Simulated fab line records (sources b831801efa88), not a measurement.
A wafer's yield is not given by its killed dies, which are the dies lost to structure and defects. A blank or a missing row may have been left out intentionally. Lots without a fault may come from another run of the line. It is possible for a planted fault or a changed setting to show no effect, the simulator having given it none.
Check of tool commonality + flow sky130 + Sampled: 11 lots, 39 wafers

== WHY IT WAS OPENED ==
At SKY_SD_N_TW_MEAS_12 the reading SD_N_TW is flagged on 2 of 11 lots. Fault-free wafers read 3922, with a standard deviation of 24.
Rule: a lot is flagged when every wafer of it that has a number lies more than 4 standard deviations from that mean, or none has a number. All remaining lots are regarded as sound.

| lot  | measured     | on           | SD_N_TW, wafer by wafer       | flag    |
|------|--------------|--------------|-------------------------------|---------|
| L794 | day 29 01:07 | filmMetro-04 | 3946 3948 3953                |         |
| L795 | day 29 07:02 | filmMetro-02 | 3909 3903 3918                |         |
| L796 | day 29 13:46 | filmMetro-02 | 3902 3911 3915                |         |
| L798 | day 30 04:16 | filmMetro-01 | 3969 3969 3974                |         |
| L805 | day 32 23:29 | filmMetro-04 | 4131 4122 4124 4146 4134 4125 | FLAGGED |
| L808 | day 33 07:50 | filmMetro-01 | 4102 4100 4118 4098 4097 4105 | FLAGGED |
| L809 | day 33 12:17 | filmMetro-01 | 3926 3913 3897                |         |
| L811 | day 34 08:05 | filmMetro-01 | 3947 3945 3922                |         |
| L812 | day 34 09:37 | filmMetro-02 | 3899 3896 3879                |         |
| L813 | day 34 18:58 | filmMetro-02 | 3883 3883 3913                |         |
| L814 | day 34 23:22 | filmMetro-02 | 3885 3885 3894                |         |
Average over the flagged lots: 4117; offset from the usual +195, equal to +8 standard deviations.

== TOOL THAT RAN EACH LOT ==
2 process steps preceding the reading are held in the record, out of 708 steps in the route. Every cell lists first the tool, next ch and the chambers used by the sampled wafers, and last the start.
| lot  | flag    | SKY_SD_N_IMPLANT_09             | SKY_SD_N_STRIP_11                   |
|------|---------|---------------------------------|-------------------------------------|
| L794 |         | implanter-02 ch 0, day 29 00:43 | plasmaAsher-03 ch 0,1, day 29 01:01 |
| L795 |         | implanter-02 ch 0, day 29 06:38 | plasmaAsher-03 ch 1, day 29 06:56   |
| L796 |         | implanter-01 ch 0, day 29 13:25 | plasmaAsher-03 ch 0,1, day 29 13:40 |
| L798 |         | implanter-01 ch 0, day 30 03:52 | plasmaAsher-01 ch 0,1, day 30 04:10 |
| L805 | FLAGGED | implanter-02 ch 0, day 32 23:07 | plasmaAsher-03 ch 0,1, day 32 23:24 |
| L808 | FLAGGED | implanter-02 ch 0, day 33 07:26 | plasmaAsher-02 ch 0, day 33 07:43   |
| L809 |         | implanter-04 ch 0, day 33 11:53 | plasmaAsher-03 ch 0,1, day 33 12:11 |
| L811 |         | implanter-01 ch 0, day 34 07:41 | plasmaAsher-01 ch 0,1, day 34 07:59 |
| L812 |         | implanter-01 ch 0, day 34 09:13 | plasmaAsher-03 ch 0,1, day 34 09:31 |
| L813 |         | implanter-01 ch 0, day 34 18:37 | plasmaAsher-02 ch 0,1, day 34 18:52 |
| L814 |         | implanter-01 ch 0, day 34 22:58 | plasmaAsher-02 ch 0,1, day 34 23:16 |
What these steps do:
- SKY_SD_N_IMPLANT_09
- SKY_SD_N_STRIP_11: strips in O2/N2.
- SKY_SD_N_TW_MEAS_12

== FLAGGED AGAINST TOTAL, ONE TOOL AT A TIME (gauges that did the reading follow at the end) ==
| step                | tool           | lots run | flagged | share of the flagged lots | sound lots run after its first flagged lot |
|---------------------|----------------|----------|---------|---------------------------|--------------------------------------------|
| SKY_SD_N_IMPLANT_09 | implanter-01   | 6        | 0       | none                      | -                                          |
| SKY_SD_N_IMPLANT_09 | implanter-02   | 4        | 2       | all                       | 0                                          |
| SKY_SD_N_IMPLANT_09 | implanter-04   | 1        | 0       | none                      | -                                          |
| SKY_SD_N_STRIP_11   | plasmaAsher-01 | 2        | 0       | none                      | -                                          |
| SKY_SD_N_STRIP_11   | plasmaAsher-02 | 3        | 1       | some                      | 2 (L813,L814)                              |
| SKY_SD_N_STRIP_11   | plasmaAsher-03 | 6        | 1       | some                      | 2 (L809,L812)                              |
| SKY_SD_N_TW_MEAS_12 | filmMetro-01   | 4        | 1       | some                      | 2 (L809,L811)                              |
| SKY_SD_N_TW_MEAS_12 | filmMetro-02   | 5        | 0       | none                      | -                                          |
| SKY_SD_N_TW_MEAS_12 | filmMetro-04   | 2        | 1       | some                      | 0                                          |

== WHAT THE TABLE PERMITS ==
All flagged lots share 1 row of the table, namely implanter-02 at SKY_SD_N_IMPLANT_09.
- implanter-02 at SKY_SD_N_IMPLANT_09: 2 of its 4 lots flagged. It ran its last sound lot, L795, at day 29 06:38 and its first flagged lot, L805, at day 32 23:07: a fault with its onset between the two fits. Its own readings lie more than 4 standard deviations out on every wafer of the flagged lots: beamEnergyKeV.
What remains is a single tool, implanter-02 at SKY_SD_N_IMPLANT_09.

== WHAT THE SIMULATOR HAD INSERTED ==
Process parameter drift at SKY_SD_N_IMPLANT_09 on implanter-02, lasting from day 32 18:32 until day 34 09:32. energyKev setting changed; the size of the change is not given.
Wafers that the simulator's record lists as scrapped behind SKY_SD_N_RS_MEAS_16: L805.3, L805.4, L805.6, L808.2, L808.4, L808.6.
Lots struck among those shown: L805, L808. The rule given above showed the same thing.
